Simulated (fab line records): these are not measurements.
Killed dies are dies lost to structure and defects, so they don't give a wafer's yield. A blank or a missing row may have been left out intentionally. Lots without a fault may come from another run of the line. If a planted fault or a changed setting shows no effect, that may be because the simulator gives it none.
The tool behind it: which one? :: flow gf180mcu :: 13 lots, 39 wafers sampled, at 6 steps of a route of 602

== WHAT THE GAUGES READ, wafer by wafer ==
GF_POLY_GATE_THK_MEAS_01. Usual: POLY_GATE_CVD_00_THK 200.3 nm, standard deviation 1.9.
lot: L526
measured: day 8 16:40
on: filmMetro-02
POLY_GATE_CVD_00_THK (nm): 200.8 201.2 200.1
flag: 

lot: L527
measured: day 8 21:52
on: filmMetro-02
POLY_GATE_CVD_00_THK (nm): 204.1 203.7 202.8
flag: 

lot: L528
measured: day 9 03:32
on: filmMetro-02
POLY_GATE_CVD_00_THK (nm): 199.7 199.4 199.2
flag: 

lot: L529
measured: day 9 12:22
on: filmMetro-04
POLY_GATE_CVD_00_THK (nm): 200.7 200.3 200.2
flag: 

lot: L531
measured: day 9 20:16
on: filmMetro-02
POLY_GATE_CVD_00_THK (nm): 200.8 201.8 201.6
flag: 

lot: L537
measured: day 11 14:28
on: filmMetro-03
POLY_GATE_CVD_00_THK (nm): 202.1 199.0 201.7
flag: 

lot: L538
measured: day 11 22:38
on: filmMetro-02
POLY_GATE_CVD_00_THK (nm): 199.5 200.7 200.0
flag: 

lot: L541
measured: day 12 15:54
on: filmMetro-03
POLY_GATE_CVD_00_THK (nm): 203.4 204.3 204.6
flag: 

lot: L542
measured: day 12 23:10
on: filmMetro-02
POLY_GATE_CVD_00_THK (nm): 197.6 198.1 198.7
flag: 

lot: L543
measured: day 13 05:21
on: filmMetro-03
POLY_GATE_CVD_00_THK (nm): 201.7 200.1 200.6
flag: 

lot: L544
measured: day 13 14:35
on: filmMetro-02
POLY_GATE_CVD_00_THK (nm): 199.7 200.2 201.5
flag: 

lot: L546
measured: day 14 05:21
on: filmMetro-03
POLY_GATE_CVD_00_THK (nm): 199.9 201.0 200.7
flag: 

lot: L548
measured: day 14 19:22
on: filmMetro-03
POLY_GATE_CVD_00_THK (nm): 199.4 200.1 199.5
flag: 

GF_NSD_CD_MEAS_07: the cd target is 400 nm. Usual: cdNm reads 400.0 nm (standard deviation 2.5).
lot: L526
measured: day 13 12:04
on: cdSem-02
cdNm (nm): 403.0 403.7 403.0
flag: 

lot: L527
measured: day 13 21:25
on: cdSem-01
cdNm (nm): 402.9 404.9 404.3
flag: 

lot: L528
measured: day 14 00:31
on: cdSem-01
cdNm (nm): 399.5 398.3 399.5
flag: 

lot: L529
measured: day 14 13:55
on: cdSem-01
cdNm (nm): 396.0 397.0 396.0
flag: 

lot: L531
measured: day 14 19:40
on: cdSem-02
cdNm (nm): 401.2 401.5 399.4
flag: 

lot: L537
measured: day 17 01:19
on: cdSem-01
cdNm (nm): 396.1 399.8 400.3
flag: 

lot: L538
measured: day 17 12:33
on: cdSem-01
cdNm (nm): - - -
flag: OFF

lot: L541
measured: day 18 07:12
on: cdSem-01
cdNm (nm): 399.8 399.0 397.6
flag: 

lot: L542
measured: day 18 20:47
on: cdSem-02
cdNm (nm): 401.9 400.6 399.1
flag: 

lot: L543
measured: day 19 00:20
on: cdSem-01
cdNm (nm): 400.6 400.2 400.2
flag: 

lot: L544
measured: day 19 14:10
on: cdSem-01
cdNm (nm): 399.4 399.7 398.4
flag: 

lot: L546
measured: day 20 03:16
on: cdSem-01
cdNm (nm): 400.3 398.4 398.4
flag: 

lot: L548
measured: day 20 20:40
on: cdSem-01
cdNm (nm): 400.5 400.5 401.3
flag: 

GF_NSD_TW_MEAS_12. Usual: NSD_TW 4233, standard deviation 28.
lot: L526
measured: day 13 12:37
on: filmMetro-03
NSD_TW: 4243 4246 4272
flag: 

lot: L527
measured: day 13 21:58
on: filmMetro-03
NSD_TW: 4250 4258 4266
flag: 

lot: L528
measured: day 14 01:04
on: filmMetro-02
NSD_TW: 4216 4224 4233
flag: 

lot: L529
measured: day 14 14:28
on: filmMetro-02
NSD_TW: 4224 4235 4202
flag: 

lot: L531
measured: day 14 20:13
on: filmMetro-02
NSD_TW: 4234 4204 4218
flag: 

lot: L537
measured: day 17 01:52
on: filmMetro-01
NSD_TW: 4265 4293 4296
flag: 

lot: L538
measured: day 17 13:05
on: filmMetro-01
NSD_TW: 30 30 30
flag: OFF

lot: L541
measured: day 18 07:45
on: filmMetro-02
NSD_TW: 4197 4232 4194
flag: 

lot: L542
measured: day 18 21:23
on: filmMetro-02
NSD_TW: 4185 4211 4184
flag: 

lot: L543
measured: day 19 00:52
on: filmMetro-02
NSD_TW: 4183 4217 4226
flag: 

lot: L544
measured: day 19 14:43
on: filmMetro-02
NSD_TW: 4212 4224 4233
flag: 

lot: L546
measured: day 20 03:49
on: filmMetro-03
NSD_TW: 4256 4259 4242
flag: 

lot: L548
measured: day 20 21:13
on: filmMetro-03
NSD_TW: 4240 4253 4263
flag: 

GF_PSD_CD_MEAS_07: the cd target is 400 nm. Usual: cdNm reads 399.4 nm (standard deviation 2.1).
lot: L526
measured: day 14 08:47
on: cdSem-01
cdNm (nm): 399.6 396.7 398.4
flag: 

lot: L527
measured: day 14 18:24
on: cdSem-02
cdNm (nm): 398.8 400.6 400.8
flag: 

lot: L528
measured: day 14 21:49
on: cdSem-02
cdNm (nm): 401.4 400.3 402.9
flag: 

lot: L529
measured: day 15 11:15
on: cdSem-02
cdNm (nm): 401.8 400.7 399.3
flag: 

lot: L531
measured: day 15 18:08
on: cdSem-02
cdNm (nm): 399.5 398.7 400.5
flag: 

lot: L537
measured: day 18 01:22
on: cdSem-01
cdNm (nm): 397.7 396.9 397.8
flag: 

lot: L538
measured: day 18 11:54
on: cdSem-02
cdNm (nm): 398.4 396.5 396.7
flag: 

lot: L541
measured: day 19 07:32
on: cdSem-01
cdNm (nm): 400.3 400.2 400.7
flag: 

lot: L542
measured: day 19 21:19
on: cdSem-01
cdNm (nm): 399.5 397.3 397.4
flag: 

lot: L543
measured: day 20 01:08
on: cdSem-01
cdNm (nm): 399.3 399.6 399.6
flag: 

lot: L544
measured: day 20 15:03
on: cdSem-01
cdNm (nm): 404.7 403.0 405.5
flag: 

lot: L546
measured: day 21 03:23
on: cdSem-02
cdNm (nm): 399.1 400.4 398.8
flag: 

lot: L548
measured: day 21 21:29
on: cdSem-01
cdNm (nm): 397.6 398.0 397.1
flag: 

== EACH LOT AND THE TOOL THAT RAN IT (in order: tool; ch and the chambers of the sampled wafers; start) ==
lot: L526
GF_HV_LDD_RTA_52: rtpAnneal-01 ch 0, day 12 13:32
GF_NSD_EXPOSE_04: ilineStepper-01 ch 0, day 13 02:22

lot: L527
GF_HV_LDD_RTA_52: rtpAnneal-01 ch 0, day 12 21:44
GF_NSD_EXPOSE_04: ilineStepper-01 ch 0, day 13 10:52

lot: L528
GF_HV_LDD_RTA_52: rtpAnneal-01 ch 0, day 13 01:32
GF_NSD_EXPOSE_04: ilineStepper-01 ch 0, day 13 14:04

lot: L529
GF_HV_LDD_RTA_52: rtpAnneal-02 ch 0, day 13 13:11
GF_NSD_EXPOSE_04: ilineStepper-01 ch 0, day 14 03:48

lot: L531
GF_HV_LDD_RTA_52: rtpAnneal-01 ch 0, day 13 21:00
GF_NSD_EXPOSE_04: ilineStepper-02 ch 0, day 14 09:37

lot: L537
GF_HV_LDD_RTA_52: rtpAnneal-01 ch 0, day 15 23:44
GF_NSD_EXPOSE_04: ilineStepper-02 ch 0, day 16 14:08

lot: L538
GF_HV_LDD_RTA_52: rtpAnneal-01 ch 0, day 16 10:47
GF_NSD_EXPOSE_04: ilineStepper-01 ch 0, day 17 00:50

lot: L541
GF_HV_LDD_RTA_52: rtpAnneal-01 ch 0, day 17 05:49
GF_NSD_EXPOSE_04: ilineStepper-01 ch 0, day 17 20:16

lot: L542
GF_HV_LDD_RTA_52: rtpAnneal-01 ch 0, day 17 16:07
GF_NSD_EXPOSE_04: ilineStepper-02 ch 0, day 18 08:35

lot: L543
GF_HV_LDD_RTA_52: rtpAnneal-02 ch 0, day 17 21:58
GF_NSD_EXPOSE_04: ilineStepper-01 ch 0, day 18 12:34

lot: L544
GF_HV_LDD_RTA_52: rtpAnneal-02 ch 0, day 18 10:32
GF_NSD_EXPOSE_04: ilineStepper-01 ch 0, day 19 01:40

lot: L546
GF_HV_LDD_RTA_52: rtpAnneal-01 ch 0, day 19 00:41
GF_NSD_EXPOSE_04: ilineStepper-02 ch 0, day 19 15:38

lot: L548
GF_HV_LDD_RTA_52: rtpAnneal-02 ch 0, day 19 18:15
GF_NSD_EXPOSE_04: ilineStepper-01 ch 0, day 20 09:08
- GF_HV_LDD_RTA_52: time 10 s.
- GF_NSD_EXPOSE_04: exposes mask Nplus, target cd 400 nm.

== WHAT THE TOOLS THEMSELVES READ (means of the sampled wafers that have a number; where no wafer has one, the mark that the record gives instead) ==
GF_HV_LDD_RTA_52. Usual: lampPowerPct 26.8 %, standard deviation 2; wafer_temp_C_max 1004.1, standard deviation 0.9.
lot: L526
tool: rtpAnneal-01
lampPowerPct (%): 25.0
wafer_temp_C_max: 1004.3
flag: 

lot: L527
tool: rtpAnneal-01
lampPowerPct (%): 25.1
wafer_temp_C_max: 1005.0
flag: 

lot: L528
tool: rtpAnneal-01
lampPowerPct (%): 25.0
wafer_temp_C_max: 1004.2
flag: 

lot: L529
tool: rtpAnneal-02
lampPowerPct (%): 28.9
wafer_temp_C_max: 1004.2
flag: 

lot: L531
tool: rtpAnneal-01
lampPowerPct (%): 25.0
wafer_temp_C_max: 1005.0
flag: 

lot: L537
tool: rtpAnneal-01
lampPowerPct (%): 25.0
wafer_temp_C_max: 1004.5
flag: 

lot: L538
tool: rtpAnneal-01
lampPowerPct (%): 25.0
wafer_temp_C_max: 1004.6
flag: 

lot: L541
tool: rtpAnneal-01
lampPowerPct (%): 25.0
wafer_temp_C_max: 1004.7
flag: 

lot: L542
tool: rtpAnneal-01
lampPowerPct (%): 25.0
wafer_temp_C_max: 1004.6
flag: 

lot: L543
tool: rtpAnneal-02
lampPowerPct (%): 29.0
wafer_temp_C_max: 1004.1
flag: 

lot: L544
tool: rtpAnneal-02
lampPowerPct (%): 28.9
wafer_temp_C_max: 1004.5
flag: 

lot: L546
tool: rtpAnneal-01
lampPowerPct (%): 25.0
wafer_temp_C_max: 1004.7
flag: 

lot: L548
tool: rtpAnneal-02
lampPowerPct (%): 28.9
wafer_temp_C_max: 1003.1
flag: 

== THE ANSWER, worked out from the rows above alone ==
Rule: take the mean of a lot's wafers that have a number; if it is more than 3 standard deviations from the usual mean, the lot is off. Also off: a lot with no number at a reading for which 4 or more lots have one. Any other lot the step has rows for is counted as sound. First the gauges in route order, then the tools' own readings, where a lot's mean is used as printed above. The first step at which some lot is off is used, and at that step the reading that is off furthest; a lot without a number counts as furthest.
Off at GF_NSD_CD_MEAS_07 (cdNm): L538. Without a number there: L538.
If a tool, at a process step before that reading, ran all the lots that are off and no sound lot after the first of them, it fits. The gauges at GF_NSD_CD_MEAS_07 aren't tried: what is off there is off at GF_NSD_TW_MEAS_12 too, on other tools, and a gauge's error can't cause that. No candidate that was tried fits.

== WHAT THE SIMULATOR HAD PUT IN ==
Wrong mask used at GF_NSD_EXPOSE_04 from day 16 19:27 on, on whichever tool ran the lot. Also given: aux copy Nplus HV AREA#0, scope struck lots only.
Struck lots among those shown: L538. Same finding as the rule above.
